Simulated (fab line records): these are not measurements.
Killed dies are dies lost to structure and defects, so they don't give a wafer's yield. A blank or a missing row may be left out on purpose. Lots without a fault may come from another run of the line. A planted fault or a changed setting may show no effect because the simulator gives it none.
Struck lot and sound lot, side by side | flow sfq-line | 14 out of 325 route steps
Sound: the wafers L108.1, L108.2, L108.4. Wafers struck: L114.1, L114.5, L114.6. The cause comes at the end.
Order at every step that has rows: each side's tool, ch and its chambers, its first start. Under that, the readings that differ: sound wafers | struck wafers | difference of the means | sigmas: that difference in standard deviations of wafers without a fault.
alike: readings with means less than 2 such deviations apart, plus words and numbers identical on both sides. not compared: withheld readings, readings lacking a value on some wafer, bounds such as >300 that could conceal the same value, and numbers that have no deviation in the record and whose values overlap.
A row with sigmas, a row that says differs or no value, or rows on one side alone: a step with any of these is where the two part. When numbers do not overlap yet have no deviation, they are printed without sigmas and do not part them. Lack of a reading on every wafer of one side parts them only where that side has two or more wafers.

first, 2 steps without rows for these wafers: SFQ_TRILAYER_L0_VIA_STRIP_SOLV_CLEAN_018 (cleans in NMP, time 600 s); SFQ_TRILAYER_M0_DEP_PRE_CLEAN_020 (time 15 s).
SFQ_TRILAYER_M0_DEP_SPUTTER_019: material Nb, target thk 200 nm, time 133.3 s.
  sound on pvd-sputter-04, day 5 11:04; struck on pvd-sputter-04, day 6 18:23
  alike: throttle-valve-pct
SFQ_M0_RS_MEAS_904: measures by four-point-probe.
  sound on film-metro-02, day 5 11:09; struck on film-metro-04, day 6 18:29
  alike: M0_NB_RS
then, 6 steps without rows for these wafers: SFQ_TRILAYER_M0_LITHO_COAT_026 (resist thk 62 nm); SFQ_TRILAYER_M0_LITHO_COAT_021 (resist thk 600 nm); SFQ_TRILAYER_M0_LITHO_SOFTBAKE_025; SFQ_TRILAYER_M0_LITHO_EXPOSE_022 (exposes mask M0, target cd 500 nm); SFQ_TRILAYER_M0_LITHO_PEB_024 (peb time 60 s); SFQ_TRILAYER_M0_LITHO_DEVELOP_023 (time 60 s).
SFQ_M0_OVL_MEAS_906:
  sound on overlay-02, day 6 23:25; struck on overlay-01, day 8 06:37
  reading     | sound | struck    | difference | sigmas
  M0_OVL (nm) | 3 7 7 | -6 -10 -7 | -13        | -3
SFQ_TRILAYER_M0_BARC_OPEN_METAL_ETCH_031: etches BARC in O2, target depth 125 nm, time 41.7 s.
  sound on rie-metal-03 ch 0,1, day 6 23:27; struck on rie-metal-04 ch 0,1, day 8 06:39
  reading                                             | sound             | struck            | difference | sigmas
  oes-product-au (a.u.)                               | 0.686 0.677 0.683 | 0.822 0.815 0.818 | +0.136     | +28
  run-length-s (s)                                    | 69.4 69.4 69.0    | 60.6 60.8 60.0    | -8.8       | -20
  time-s (s)                                          | 41.7 41.7 41.7    | 29.19 29.19 29.19 | -12.51     |
  model.KrF_of_TRILAYER_M0_LITHO_COAT_021.thk-nm (nm) | 522.1 521.9 523.1 | 542.2 540.4 540.2 | +18.6      |
  alike: bias-w, chamber-pressure-mTorr, drypump-motor-current-A, rf-fwd-power-W
  not compared: rf-hours-counter-h
SFQ_TRILAYER_M0_ETCH_METAL_ETCH_024: etches Nb in Cl2/Ar, stops on SiO2, target depth 240 nm, time 120 s.
  sound on rie-metal-03 ch 0,1, day 6 23:31; struck on rie-metal-04 ch 0,1, day 8 06:43
  reading                                             | sound             | struck            | difference | sigmas
  model.KrF_of_TRILAYER_M0_LITHO_COAT_021.thk-nm (nm) | 383.6 382.6 384.4 | 402.1 400.8 397.2 | +16.5      |
  alike: bias-w, chamber-pressure-mTorr, drypump-motor-current-A, oes-product-au, rf-fwd-power-W, run-length-s, time-s
  not compared: rf-hours-counter-h
SFQ_TRILAYER_M0_STRIP_STRIP_025: strips in O2.
  sound on rie-metal-03 ch 0,1, day 6 23:38; struck on rie-metal-04 ch 0,1, day 8 06:50
  alike: chamber-pressure-mTorr, drypump-motor-current-A, oes-product-au
  not compared: rf-hours-counter-h

## WHERE THEY PART
At SFQ_M0_OVL_MEAS_906 first; at SFQ_TRILAYER_M0_BARC_OPEN_METAL_ETCH_031 last (within this record only). Later steps at which nothing parts them and some readings are alike: SFQ_TRILAYER_M0_ETCH_METAL_ETCH_024, SFQ_TRILAYER_M0_STRIP_STRIP_025.

WHY: what the simulator had put in
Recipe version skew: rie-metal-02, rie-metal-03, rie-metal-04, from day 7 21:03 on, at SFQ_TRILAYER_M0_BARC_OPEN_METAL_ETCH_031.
